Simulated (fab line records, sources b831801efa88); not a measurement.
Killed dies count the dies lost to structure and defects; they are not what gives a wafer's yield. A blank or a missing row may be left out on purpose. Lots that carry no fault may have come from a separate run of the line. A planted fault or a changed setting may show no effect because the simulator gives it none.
Which tool was responsible? / flow gf180mcu / 45 wafers from 15 lots sampled at 4 of the route's 602 steps

## WHAT EACH GAUGE READ, for each wafer
GF_NWELL_TW_MEAS_11.
lot=L581; measured=day 3 07:19; on=filmMetro-01; NWELL_TW=1560 1567 1570
lot=L582; measured=day 3 13:28; on=filmMetro-04; NWELL_TW=1588 1584 1590
lot=L584; measured=day 4 02:01; on=filmMetro-04; NWELL_TW=1600 1594 1591
lot=L585; measured=day 4 04:13; on=filmMetro-03; NWELL_TW=1596 1603 1600
lot=L586; measured=day 4 12:01; on=filmMetro-04; NWELL_TW=1596 1593 1593
lot=L587; measured=day 4 17:07; on=filmMetro-03; NWELL_TW=1604 1598 1589
lot=L588; measured=day 4 21:16; on=filmMetro-01; NWELL_TW=1550 1550 1545
lot=L589; measured=day 5 03:43; on=filmMetro-01; NWELL_TW=1548 1554 1555
lot=L590; measured=day 5 09:52; on=filmMetro-04; NWELL_TW=1576 1576 1577
lot=L593; measured=day 6 02:26; on=filmMetro-03; NWELL_TW=1609 1598 1594
lot=L594; measured=day 6 12:16; on=filmMetro-01; NWELL_TW=1564 1558 1559
lot=L595; measured=day 6 20:46; on=filmMetro-04; NWELL_TW=1593 1591 1598
lot=L602; measured=day 8 01:27; on=filmMetro-04; NWELL_TW=1591 1590 1588
lot=L603; measured=day 8 07:37; on=filmMetro-03; NWELL_TW=1592 1593 1596
lot=L604; measured=day 8 13:55; on=filmMetro-03; NWELL_TW=1593 1591 1590

GF_CONTACT_THK_MEAS_26: measures by xrf.
lot=L581; measured=day 16 01:51; on=filmMetro-04; CONTACT_W_THK (nm)=298 299 300
lot=L582; measured=day 16 13:22; on=filmMetro-03; CONTACT_W_THK (nm)=318 306 322
lot=L584; measured=day 17 05:25; on=filmMetro-03; CONTACT_W_THK (nm)=302 303 305
lot=L585; measured=day 17 09:38; on=filmMetro-04; CONTACT_W_THK (nm)=298 299 298
lot=L586; measured=day 17 21:21; on=filmMetro-04; CONTACT_W_THK (nm)=298 300 299
lot=L587; measured=day 18 11:55; on=filmMetro-01; CONTACT_W_THK (nm)=310 305 306
lot=L588; measured=day 18 16:17; on=filmMetro-01; CONTACT_W_THK (nm)=323 308 324
lot=L589; measured=day 19 04:12; on=filmMetro-03; CONTACT_W_THK (nm)=309 307 305
lot=L590; measured=day 19 10:14; on=filmMetro-01; CONTACT_W_THK (nm)=310 306 310
lot=L602; measured=day 23 16:03; on=filmMetro-04; CONTACT_W_THK (nm)=307 301 304
lot=L603; measured=day 23 18:29; on=filmMetro-01; CONTACT_W_THK (nm)=313 310 312
lot=L604; measured=day 24 05:02; on=filmMetro-03; CONTACT_W_THK (nm)=305 307 305

## EACH LOT AND THE TOOL THAT RAN IT (in order: tool; ch and the chambers of the sampled wafers; start)
lot=L581; GF_HV_LDD_EXPOSE_16=ilineStepper-01 ch 0, day 10 08:04; GF_CONTACT_ETCH_16=rieDiel-01 ch 1,2, day 16 01:04
lot=L582; GF_HV_LDD_EXPOSE_16=ilineStepper-02 ch 0, day 10 17:26; GF_CONTACT_ETCH_16=rieDiel-02 ch 2,3, day 16 12:33
lot=L584; GF_HV_LDD_EXPOSE_16=ilineStepper-01 ch 0, day 11 07:33; GF_CONTACT_ETCH_16=rieDiel-03 ch 0,3, day 17 04:38
lot=L585; GF_HV_LDD_EXPOSE_16=ilineStepper-01 ch 0, day 11 09:22; GF_CONTACT_ETCH_16=rieDiel-03 ch 0,2,3, day 17 08:13
lot=L586; GF_HV_LDD_EXPOSE_16=ilineStepper-02 ch 0, day 11 20:27; GF_CONTACT_ETCH_16=rieDiel-01 ch 2,3, day 17 20:34
lot=L587; GF_HV_LDD_EXPOSE_16=ilineStepper-02 ch 0, day 12 08:25; GF_CONTACT_ETCH_16=rieDiel-03 ch 0,1,3, day 18 11:08
lot=L588; GF_HV_LDD_EXPOSE_16=ilineStepper-02 ch 0, day 12 11:48; GF_CONTACT_ETCH_16=rieDiel-02 ch 1,2,3, day 18 15:30
lot=L589; GF_HV_LDD_EXPOSE_16=ilineStepper-01 ch 0, day 12 21:25; GF_CONTACT_ETCH_16=rieDiel-03 ch 0,1, day 19 03:24
lot=L590; GF_HV_LDD_EXPOSE_16=ilineStepper-01 ch 0, day 13 02:53; GF_CONTACT_ETCH_16=rieDiel-01 ch 2,3, day 19 09:27
lot=L593; GF_HV_LDD_EXPOSE_16=ilineStepper-01, day 14 06:32; GF_CONTACT_ETCH_16=-
lot=L594; GF_HV_LDD_EXPOSE_16=ilineStepper-01, day 14 18:43; GF_CONTACT_ETCH_16=-
lot=L595; GF_HV_LDD_EXPOSE_16=ilineStepper-02, day 15 04:43; GF_CONTACT_ETCH_16=-
lot=L602; GF_HV_LDD_EXPOSE_16=ilineStepper-01 ch 0, day 16 22:58; GF_CONTACT_ETCH_16=rieDiel-01 ch 1,2,3, day 23 15:15
lot=L603; GF_HV_LDD_EXPOSE_16=ilineStepper-01 ch 0, day 17 02:36; GF_CONTACT_ETCH_16=rieDiel-02 ch 0,1,3, day 23 17:42
lot=L604; GF_HV_LDD_EXPOSE_16=ilineStepper-02 ch 0, day 17 12:51; GF_CONTACT_ETCH_16=rieDiel-02 ch 1,2,3, day 24 04:15
- GF_HV_LDD_EXPOSE_16: exposes mask Pplus LV AREA, target cd 400 nm.
- GF_CONTACT_ETCH_16: etches BARC in N2/H2.

## WHAT THE TOOLS THEMSELVES READ (means of the sampled wafers that have a number; where no wafer has one, the mark that the record gives instead)
GF_HV_LDD_EXPOSE_16.
lot=L581; tool=ilineStepper-01; exposureDoseMJCm2=140.19; focusOffsetNm (nm)=0.2
lot=L582; tool=ilineStepper-02; exposureDoseMJCm2=139.79; focusOffsetNm (nm)=0.4
lot=L584; tool=ilineStepper-01; exposureDoseMJCm2=139.83; focusOffsetNm (nm)=0.1
lot=L585; tool=ilineStepper-01; exposureDoseMJCm2=140.03; focusOffsetNm (nm)=0.5
lot=L586; tool=ilineStepper-02; exposureDoseMJCm2=140.22; focusOffsetNm (nm)=-0.3
lot=L587; tool=ilineStepper-02; exposureDoseMJCm2=140.10; focusOffsetNm (nm)=-0.1
lot=L588; tool=ilineStepper-02; exposureDoseMJCm2=139.96; focusOffsetNm (nm)=0.2
lot=L589; tool=ilineStepper-01; exposureDoseMJCm2=139.92; focusOffsetNm (nm)=0.1
lot=L590; tool=ilineStepper-01; exposureDoseMJCm2=140.21; focusOffsetNm (nm)=0.1
lot=L593; tool=ilineStepper-01; exposureDoseMJCm2=-; focusOffsetNm (nm)=-
lot=L594; tool=ilineStepper-01; exposureDoseMJCm2=-; focusOffsetNm (nm)=-
lot=L595; tool=ilineStepper-02; exposureDoseMJCm2=-; focusOffsetNm (nm)=-
lot=L602; tool=ilineStepper-01; exposureDoseMJCm2=140.08; focusOffsetNm (nm)=0.1
lot=L603; tool=ilineStepper-01; exposureDoseMJCm2=140.05; focusOffsetNm (nm)=0.2
lot=L604; tool=ilineStepper-02; exposureDoseMJCm2=139.98; focusOffsetNm (nm)=0.1

GF_CONTACT_ETCH_16.
lot=L581; tool=rieDiel-01; drypumpMotorCurrentA (A)=5.0; oesProductAu (a.u.)=0.854; throttleValvePct (%)=13.213
lot=L582; tool=rieDiel-02; drypumpMotorCurrentA (A)=6.2; oesProductAu (a.u.)=0.850; throttleValvePct (%)=13.226
lot=L584; tool=rieDiel-03; drypumpMotorCurrentA (A)=5.6; oesProductAu (a.u.)=0.852; throttleValvePct (%)=13.224
lot=L585; tool=rieDiel-03; drypumpMotorCurrentA (A)=5.7; oesProductAu (a.u.)=0.855; throttleValvePct (%)=13.231
lot=L586; tool=rieDiel-01; drypumpMotorCurrentA (A)=4.9; oesProductAu (a.u.)=0.853; throttleValvePct (%)=13.225
lot=L587; tool=rieDiel-03; drypumpMotorCurrentA (A)=5.8; oesProductAu (a.u.)=0.854; throttleValvePct (%)=13.220
lot=L588; tool=rieDiel-02; drypumpMotorCurrentA (A)=6.3; oesProductAu (a.u.)=0.857; throttleValvePct (%)=13.228
lot=L589; tool=rieDiel-03; drypumpMotorCurrentA (A)=5.6; oesProductAu (a.u.)=0.852; throttleValvePct (%)=13.237
lot=L590; tool=rieDiel-01; drypumpMotorCurrentA (A)=4.9; oesProductAu (a.u.)=0.849; throttleValvePct (%)=13.227
lot=L602; tool=rieDiel-01; drypumpMotorCurrentA (A)=4.9; oesProductAu (a.u.)=0.852; throttleValvePct (%)=13.224
lot=L603; tool=rieDiel-02; drypumpMotorCurrentA (A)=6.5; oesProductAu (a.u.)=0.855; throttleValvePct (%)=13.221
lot=L604; tool=rieDiel-02; drypumpMotorCurrentA (A)=6.4; oesProductAu (a.u.)=0.854; throttleValvePct (%)=13.222

## THE ANSWER, worked out from the rows above alone
Rule: usual is defined by the lots themselves. Put in order of their means at a reading, lots are off if they are a third of the lots or fewer, leave a main group of 4 or more, and stand apart from it by a gap of 3 or more times the standard deviation of the main group's means; of several such gaps the widest counts. The tables above print the reading to a certain number of digits; a main group whose means all agree to those digits is not used. Also off: a lot with no number at a reading for which 4 or more lots have one. All remaining lots with rows at the step are treated as sound. First the gauges in route order, then the tools' own readings, where a lot's mean is used as printed above. At the first step where some lot is off, the reading lying furthest off is the one used; lots without a number count as furthest.
Off: L593, L594, L595, at GF_HV_LDD_EXPOSE_16 (exposureDoseMJCm2). Without a number there: L593, L594, L595. The main group: mean 140.03, standard deviation 0.14.
A tool fits if, at that step or a process step before it, it ran every lot that is off, and no sound lot after the first of them. None of those tried fits.

## WHAT HAD BEEN PUT IN BY THE SIMULATOR
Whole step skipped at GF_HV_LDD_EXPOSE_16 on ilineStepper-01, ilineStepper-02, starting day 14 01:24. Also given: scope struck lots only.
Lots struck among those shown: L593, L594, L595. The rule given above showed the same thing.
